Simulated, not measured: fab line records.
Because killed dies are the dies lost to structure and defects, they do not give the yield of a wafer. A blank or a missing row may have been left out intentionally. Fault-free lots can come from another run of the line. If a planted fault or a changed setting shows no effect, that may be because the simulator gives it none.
Which tool did it? || flow sky130 || 42 wafers from 14 lots sampled at 2 of the route's 708 steps

== WHAT THE GAUGES SHOWED, per wafer ==
The record lacks any reading of a measuring or inspecting step that a usual standard deviation could be used to judge.

== TOOL THAT RAN EACH LOT (tool first, then ch and the chambers of the sampled wafers, then the start) ==
{"lot": "L250", "SKY_METAL2_SPUTTER_04": "pvd-sputter-02, day 33 18:06", "SKY_PAD_OPEN_PROBE_99": "-"}
{"lot": "L251", "SKY_METAL2_SPUTTER_04": "pvd-sputter-02, day 34 03:44", "SKY_PAD_OPEN_PROBE_99": "-"}
{"lot": "L252", "SKY_METAL2_SPUTTER_04": "pvd-sputter-01, day 34 22:11", "SKY_PAD_OPEN_PROBE_99": "-"}
{"lot": "L253", "SKY_METAL2_SPUTTER_04": "pvd-sputter-02, day 35 12:59", "SKY_PAD_OPEN_PROBE_99": "-"}
{"lot": "L255", "SKY_METAL2_SPUTTER_04": "pvd-sputter-01, day 35 13:44", "SKY_PAD_OPEN_PROBE_99": "-"}
{"lot": "L256", "SKY_METAL2_SPUTTER_04": "pvd-sputter-02, day 36 04:50", "SKY_PAD_OPEN_PROBE_99": "-"}
{"lot": "L257", "SKY_METAL2_SPUTTER_04": "pvd-sputter-01, day 36 07:37", "SKY_PAD_OPEN_PROBE_99": "-"}
{"lot": "L259", "SKY_METAL2_SPUTTER_04": "pvd-sputter-03, day 36 22:41", "SKY_PAD_OPEN_PROBE_99": "-"}
{"lot": "L260", "SKY_METAL2_SPUTTER_04": "pvd-sputter-02, day 37 08:19", "SKY_PAD_OPEN_PROBE_99": "-"}
{"lot": "L263", "SKY_METAL2_SPUTTER_04": "pvd-sputter-03, day 38 02:44", "SKY_PAD_OPEN_PROBE_99": "prober-01, day 48 20:31"}
{"lot": "L262", "SKY_METAL2_SPUTTER_04": "pvd-sputter-01, day 38 03:20", "SKY_PAD_OPEN_PROBE_99": "-"}
{"lot": "L268", "SKY_METAL2_SPUTTER_04": "pvd-sputter-02, day 39 07:44", "SKY_PAD_OPEN_PROBE_99": "-"}
{"lot": "L272", "SKY_METAL2_SPUTTER_04": "pvd-sputter-03, day 41 03:23", "SKY_PAD_OPEN_PROBE_99": "prober-01, day 50 23:31"}
{"lot": "L273", "SKY_METAL2_SPUTTER_04": "pvd-sputter-03, day 41 15:25", "SKY_PAD_OPEN_PROBE_99": "-"}
- SKY_METAL2_SPUTTER_04: material TiN, target thk 70 nm, time 58.3 s.
- SKY_PAD_OPEN_PROBE_99

== WHAT THE TOOLS THEMSELVES READ (means of the sampled wafers that have a number; where no wafer has one, the mark that the record gives instead) ==
SKY_METAL2_SPUTTER_04.
{"lot": "L250", "tool": "pvd-sputter-02", "chamber-pressure-pa (Pa)": 0.3993, "throttle-valve-pct (%)": 30.4}
{"lot": "L251", "tool": "pvd-sputter-02", "chamber-pressure-pa (Pa)": 0.4001, "throttle-valve-pct (%)": 30.2}
{"lot": "L252", "tool": "pvd-sputter-01", "chamber-pressure-pa (Pa)": 0.3998, "throttle-valve-pct (%)": 30.9}
{"lot": "L253", "tool": "pvd-sputter-02", "chamber-pressure-pa (Pa)": 0.3999, "throttle-valve-pct (%)": 28.4}
{"lot": "L255", "tool": "pvd-sputter-01", "chamber-pressure-pa (Pa)": 0.4004, "throttle-valve-pct (%)": 31.2}
{"lot": "L256", "tool": "pvd-sputter-02", "chamber-pressure-pa (Pa)": 0.3993, "throttle-valve-pct (%)": 29.9}
{"lot": "L257", "tool": "pvd-sputter-01", "chamber-pressure-pa (Pa)": 0.3998, "throttle-valve-pct (%)": 31.0}
{"lot": "L259", "tool": "pvd-sputter-03", "chamber-pressure-pa (Pa)": 0.4003, "throttle-valve-pct (%)": 30.4}
{"lot": "L260", "tool": "pvd-sputter-02", "chamber-pressure-pa (Pa)": 0.4004, "throttle-valve-pct (%)": 28.7}
{"lot": "L263", "tool": "pvd-sputter-03", "chamber-pressure-pa (Pa)": 0.4000, "throttle-valve-pct (%)": 29.9}
{"lot": "L262", "tool": "pvd-sputter-01", "chamber-pressure-pa (Pa)": 0.4003, "throttle-valve-pct (%)": 29.9}
{"lot": "L268", "tool": "pvd-sputter-02", "chamber-pressure-pa (Pa)": 0.4000, "throttle-valve-pct (%)": 30.0}
{"lot": "L272", "tool": "pvd-sputter-03", "chamber-pressure-pa (Pa)": 0.3017, "throttle-valve-pct (%)": 34.4}
{"lot": "L273", "tool": "pvd-sputter-03", "chamber-pressure-pa (Pa)": 0.3018, "throttle-valve-pct (%)": 34.5}

SKY_PAD_OPEN_PROBE_99.
{"lot": "L263", "tool": "prober-01", "defect-limited-yield (%)": 80.7, "killed_at_M0_to_M3": 48, "killed_at_M4_up": 3.3, "killed-at-contacts": 28, "killed-at-front-end": 15, "killed-at-other": 1.0, "killed-dies": 95, "killed-open": 54, "killed-short": 40, "sort_bin_3_pad_short (%)": 1.0, "sort_bin_5_function (%)": 11.9, "sort_bin_6_memory (%)": 6.4, "sort-n-pass": 397, "sort-yield-pct (%)": 80.7}
{"lot": "L272", "tool": "prober-01", "defect-limited-yield (%)": 82.3, "killed_at_M0_to_M3": 42, "killed_at_M4_up": 2.3, "killed-at-contacts": 27, "killed-at-front-end": 16, "killed-at-other": 0.3, "killed-dies": 87, "killed-open": 44, "killed-short": 42, "sort_bin_3_pad_short (%)": 0.6, "sort_bin_5_function (%)": 10.5, "sort_bin_6_memory (%)": 6.6, "sort-n-pass": 405, "sort-yield-pct (%)": 82.3}

== THE ANSWER, worked out from the rows above alone ==
Rule: usual is defined by the lots themselves. The widest of any qualifying gaps counts: lots, ordered by their means at a reading, are off when they make up no more than a third of the lots, leave a main group of 4 or more, and stand apart from it by 3 or more times the standard deviation of that group's means. A main group is skipped when, at the precision printed for the reading in the tables above, its means are all equal. A lot without any number at a reading at which 4 lots or more have one is off too. Any other lot the step has rows for is counted as sound. The gauges are gone through in route order, then the tools' own readings, and for those a lot's mean is taken as printed above. The first step at which some lot is off is used, and at that step the reading that is off furthest; a lot without a number counts as furthest.
Off: L272, L273 (SKY_METAL2_SPUTTER_04, chamber-pressure-pa). The main group has a mean of 0.4000 Pa with a standard deviation of 0.00036.
If a tool, at that step or one of the process steps before it, ran each lot that is off and ran no sound lot following the first of them, it fits. One fits: SKY_METAL2_SPUTTER_04 on pvd-sputter-03. Its last sound lot is L263 (day 38 02:44), its first lot that is off L272 (day 41 03:23): a fault that began between those two fits.
The tool's own readings at SKY_METAL2_SPUTTER_04 bear it out: on the lots that are off they differ by more than 5 times the standard deviation of the sound lots' means. chamber-pressure-pa reads 0.3018 Pa there against 0.4000 Pa on the sound lots; throttle-valve-pct reads 34.5 % there against 30.1 % on the sound lots.

== WHAT THE SIMULATOR PUT IN ==
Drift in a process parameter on pvd-sputter-03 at SKY_METAL2_SPUTTER_04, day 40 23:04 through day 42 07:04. A move of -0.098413 in setting chamber-pressure-pa, from 0.4. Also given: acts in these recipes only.
Lots struck among those shown: L272, L273. The rule given above showed the same thing.
